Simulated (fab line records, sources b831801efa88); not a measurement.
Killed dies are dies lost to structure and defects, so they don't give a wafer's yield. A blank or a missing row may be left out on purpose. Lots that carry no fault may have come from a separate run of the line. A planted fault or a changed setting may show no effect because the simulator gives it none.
Which tool is to blame? + flow gf180mcu + 33 wafers from 11 lots sampled at 7 of the route's 602 steps

WHAT THE GAUGES READ, wafer by wafer
GF_STI_BOW_MEAS_00. Usual: INCOMING_BOW 0 um, standard deviation 7.1.
| lot  | measured    | on            | INCOMING_BOW (um) | flag |
|------|-------------|---------------|-------------------|------|
| L491 | day 2 06:00 | film metro-04 | -7 -8 -1          |      |
| L494 | day 2 21:00 | film metro-02 | 2 0 1             |      |
| L496 | day 3 07:00 | film metro-03 | -6 -2 -1          |      |
| L501 | day 4 08:00 | film metro-04 | 7 -1 -5           |      |
| L502 | day 4 13:00 | film metro-04 | 9 -4 2            |      |
| L503 | day 4 18:02 | film metro-04 | -6 0 -9           |      |
| L504 | day 4 23:04 | film metro-04 | -3 -10 11         |      |
| L505 | day 5 04:04 | film metro-03 | 4 2 4             |      |
| L507 | day 5 14:00 | film metro-04 | 1 -5 5            |      |
| L508 | day 5 19:04 | film metro-04 | -3 -5 -3          |      |
| L510 | day 6 05:01 | film metro-04 | 9 4 -1            |      |

GF_VT_IMPLANT_OVL_MEAS_18. Usual: VT_IMPLANT_01_OVL 0.2 nm, standard deviation 1.3.
| lot  | measured     | on         | VT_IMPLANT_01_OVL (nm) | flag |
|------|--------------|------------|------------------------|------|
| L491 | day 7 08:27  | overlay-01 | -0.7 -2.1 -4.0         |      |
| L494 | day 8 02:55  | overlay-01 | 1.8 1.5 0.6            |      |
| L496 | day 8 13:00  | overlay-01 | 1.0 0.1 0.4            |      |
| L501 | day 9 17:49  | overlay-01 | -1.9 -0.6 -0.3         |      |
| L502 | day 10 01:16 | overlay-01 | - - -                  | OFF  |
| L503 | day 10 08:55 | overlay-01 | - - -                  | OFF  |
| L504 | day 10 16:40 | overlay-02 | - - -                  | OFF  |
| L505 | day 10 20:28 | overlay-01 | 0.1 1.2 0.1            |      |
| L507 | day 11 08:57 | overlay-01 | -1.6 -2.4 -2.1         |      |
| L508 | day 11 17:01 | overlay-01 | 3.1 0.6 2.6            |      |
| L510 | day 12 04:24 | overlay-01 | -0.8 0.6 -0.2          |      |

GF_VT_IMPLANT_TW_MEAS_32. Usual: VT_IMPLANT_3_TW 266.9, standard deviation 1.7.
| lot  | measured     | on            | VT_IMPLANT_3_TW      | flag |
|------|--------------|---------------|----------------------|------|
| L491 | day 8 01:24  | film metro-01 | 269.7 268.4 269.9    |      |
| L494 | day 8 19:38  | film metro-04 | 267.2 266.3 266.0    |      |
| L496 | day 9 06:11  | film metro-03 | 265.6 266.3 266.1    |      |
| L501 | day 10 10:30 | film metro-04 | 264.6 264.3 265.7    |      |
| L502 | day 10 18:54 | film metro-03 | 1209.9 1202.1 1201.5 | OFF  |
| L503 | day 11 02:46 | film metro-04 | 1207.0 1221.7 1215.2 | OFF  |
| L504 | day 11 10:55 | film metro-03 | 1198.3 1201.9 1198.8 | OFF  |
| L505 | day 11 14:19 | film metro-04 | 267.3 268.5 267.8    |      |
| L507 | day 12 02:12 | film metro-04 | 267.4 267.2 267.2    |      |
| L508 | day 12 09:40 | film metro-03 | 264.0 266.3 266.4    |      |
| L510 | day 12 22:46 | film metro-01 | 268.0 270.4 270.6    |      |

GF_VT_IMPLANT_TW_MEAS_43. Usual: VT_IMPLANT_4_TW 689, standard deviation 4.5.
| lot  | measured     | on            | VT_IMPLANT_4_TW | flag |
|------|--------------|---------------|-----------------|------|
| L491 | day 8 17:02  | film metro-01 | 689 692 689     |      |
| L494 | day 9 12:21  | film metro-01 | 693 691 692     |      |
| L496 | day 9 22:20  | film metro-04 | 687 686 688     |      |
| L501 | day 11 04:32 | film metro-01 | 691 695 692     |      |
| L502 | day 11 12:26 | film metro-01 | 1276 1272 1283  | OFF  |
| L503 | day 11 20:06 | film metro-01 | 1284 1282 1290  | OFF  |
| L504 | day 12 03:46 | film metro-01 | 1278 1282 1285  | OFF  |
| L505 | day 12 06:56 | film metro-01 | 695 690 692     |      |
| L507 | day 12 18:27 | film metro-04 | 685 685 684     |      |
| L508 | day 13 04:47 | film metro-04 | 686 684 683     |      |
| L510 | day 13 18:47 | film metro-04 | 682 685 682     |      |

TOOL THAT RAN EACH LOT (tool first, then ch and the chambers of the sampled wafers, then the start)
| lot  | GF_STI_ETCH_13                    | GF_VT_IMPLANT_COAT_13             | GF_VT_IMPLANT_STRIP_20               |
|------|-----------------------------------|-----------------------------------|--------------------------------------|
| L491 | rie diel-04 ch 0,2,3, day 2 22:41 | litho track-04 ch 0, day 7 00:46  | plasma asher-01 ch 0,1, day 7 08:38  |
| L494 | rie diel-02 ch 1,2,3, day 3 14:11 | litho track-04 ch 0, day 7 18:31  | plasma asher-04 ch 0,1, day 8 03:06  |
| L496 | rie diel-04 ch 0,2,3, day 3 23:08 | litho track-04 ch 0, day 8 04:55  | plasma asher-01 ch 0,1, day 8 13:11  |
| L501 | rie diel-02 ch 0,2, day 5 01:07   | litho track-04 ch 0, day 9 09:28  | plasma asher-01 ch 0,1, day 9 18:00  |
| L502 | rie diel-04 ch 0,1,3, day 5 06:28 | litho track-04, day 9 17:13       | plasma asher-03 ch 0,1, day 10 01:27 |
| L503 | rie diel-04 ch 0,1,2, day 5 12:19 | litho track-01, day 10 00:39      | plasma asher-01 ch 0,1, day 10 09:07 |
| L504 | rie diel-01 ch 2,3, day 5 17:04   | litho track-02, day 10 08:01      | plasma asher-03 ch 0,1, day 10 16:52 |
| L505 | rie diel-04 ch 2,3, day 5 22:28   | litho track-02 ch 0, day 10 11:25 | plasma asher-03 ch 0,1, day 10 20:40 |
| L507 | rie diel-02 ch 0,1, day 6 08:08   | litho track-01 ch 0, day 11 00:09 | plasma asher-04 ch 0,1, day 11 09:08 |
| L508 | rie diel-02 ch 0,3, day 6 13:41   | litho track-04 ch 0, day 11 08:35 | plasma asher-04 ch 0,1, day 11 17:13 |
| L510 | rie diel-04 ch 2,3, day 7 00:31   | litho track-04 ch 0, day 11 20:05 | plasma asher-04 ch 0,1, day 12 04:35 |
- GF_STI_ETCH_13: etches the open film in CHF3/O2, stops on Si, target depth 282.31 nm, time 112.9 s.
- GF_VT_IMPLANT_COAT_13: resist thk 1000 nm.
- GF_VT_IMPLANT_STRIP_20: strips in O2/N2.

WHAT THE TOOLS THEMSELVES READ (means of the sampled wafers that have a number; where no wafer has one, the mark that the record gives instead)
GF_STI_ETCH_13. Usual: drypump motor current A 5.7 A, standard deviation 0.45; oes product au 0.832 a.u., standard deviation 0.0069; throttle valve pct 8.809 %, standard deviation 0.0089.
| lot  | tool        | drypump motor current A (A) | oes product au (a.u.) | throttle valve pct (%) | flag |
|------|-------------|-----------------------------|-----------------------|------------------------|------|
| L491 | rie diel-04 | 5.5                         | 0.832                 | 8.803                  |      |
| L494 | rie diel-02 | 5.8                         | 0.829                 | 8.812                  |      |
| L496 | rie diel-04 | 5.5                         | 0.833                 | 8.809                  |      |
| L501 | rie diel-02 | 6.0                         | 0.832                 | 8.816                  |      |
| L502 | rie diel-04 | 5.7                         | 0.833                 | 8.817                  |      |
| L503 | rie diel-04 | 5.8                         | 0.821                 | 8.814                  |      |
| L504 | rie diel-01 | 5.5                         | 0.839                 | 8.807                  |      |
| L505 | rie diel-04 | 5.6                         | 0.827                 | 8.810                  |      |
| L507 | rie diel-02 | 6.1                         | 0.837                 | 8.809                  |      |
| L508 | rie diel-02 | 6.2                         | 0.830                 | 8.818                  |      |
| L510 | rie diel-04 | 5.6                         | 0.821                 | 8.802                  |      |

GF_VT_IMPLANT_COAT_13. Usual: chill plate temp C 23.00 C, standard deviation 0.11; dispense pressure kPa 56.4 kPa, standard deviation 2.9; resist line temp C 22.98 C, standard deviation 0.1.
| lot  | tool           | chill plate temp C (C) | dispense pressure kPa (kPa) | resist line temp C (C) | flag |
|------|----------------|------------------------|-----------------------------|------------------------|------|
| L491 | litho track-04 | 22.98                  | 58.1                        | 22.88                  |      |
| L494 | litho track-04 | 22.96                  | 58.1                        | 22.94                  |      |
| L496 | litho track-04 | 22.91                  | 58.0                        | 22.99                  |      |
| L501 | litho track-04 | 22.98                  | 58.0                        | 22.96                  |      |
| L502 | litho track-04 | -                      | -                           | -                      | OFF  |
| L503 | litho track-01 | -                      | -                           | -                      | OFF  |
| L504 | litho track-02 | -                      | -                           | -                      | OFF  |
| L505 | litho track-02 | 23.08                  | 58.1                        | 23.13                  |      |
| L507 | litho track-01 | 22.98                  | 51.4                        | 23.04                  |      |
| L508 | litho track-04 | 23.14                  | 58.0                        | 23.06                  |      |
| L510 | litho track-04 | 22.99                  | 58.1                        | 23.08                  |      |

GF_VT_IMPLANT_STRIP_20. Usual: drypump motor current A 5.83 A, standard deviation 0.15; heater power w 343 W, standard deviation 14; oes product au 0.715 a.u., standard deviation 0.0043; strip time to endpoint s 12.65 s, standard deviation 0.034.
| lot  | tool            | drypump motor current A (A) | heater power w (W) | oes product au (a.u.) | strip time to endpoint s (s) | flag |
|------|-----------------|-----------------------------|--------------------|-----------------------|------------------------------|------|
| L491 | plasma asher-01 | 5.74                        | 348                | 0.714                 | 12.62                        |      |
| L494 | plasma asher-04 | 5.79                        | 353                | 0.716                 | 12.60                        |      |
| L496 | plasma asher-01 | 5.76                        | 349                | 0.715                 | 12.61                        |      |
| L501 | plasma asher-01 | 5.75                        | 349                | 0.717                 | 12.66                        |      |
| L502 | plasma asher-03 | 6.03                        | 340                | -                     | -                            | OFF  |
| L503 | plasma asher-01 | 5.75                        | 343                | -                     | -                            | OFF  |
| L504 | plasma asher-03 | 5.94                        | 343                | -                     | -                            | OFF  |
| L505 | plasma asher-03 | 6.01                        | 334                | 0.712                 | 12.67                        |      |
| L507 | plasma asher-04 | 5.69                        | 339                | 0.714                 | 12.65                        |      |
| L508 | plasma asher-04 | 5.70                        | 340                | 0.718                 | 12.61                        |      |
| L510 | plasma asher-04 | 5.79                        | 348                | 0.717                 | 12.63                        |      |

THE ANSWER, worked out from the rows above alone
Rule: take the mean of a lot's wafers that have a number; if it is more than 3 standard deviations from the usual mean, the lot is off. A lot without any number at a reading at which 4 lots or more have one is off too. All remaining lots with rows at the step are treated as sound. Order of review: gauges by route order, followed by the tools' own readings, for which a lot's mean as printed above is used. The first step at which some lot is off is used, and at that step the reading that is off furthest; a lot without a number counts as furthest.
Off: L502, L503, L504, seen at GF_VT_IMPLANT_OVL_MEAS_18 (VT_IMPLANT_01_OVL). Without a number there: L502, L503, L504.
A tool fits if, at a process step before that reading, it ran every lot that is off, and no sound lot after the first of them. Not tried: the gauges at GF_VT_IMPLANT_OVL_MEAS_18; whatever is off there is also off at GF_VT_IMPLANT_TW_MEAS_32, on other tools, and gauge error can't account for it. None of those tried fits.

WHAT WAS PUT IN BY THE SIMULATOR
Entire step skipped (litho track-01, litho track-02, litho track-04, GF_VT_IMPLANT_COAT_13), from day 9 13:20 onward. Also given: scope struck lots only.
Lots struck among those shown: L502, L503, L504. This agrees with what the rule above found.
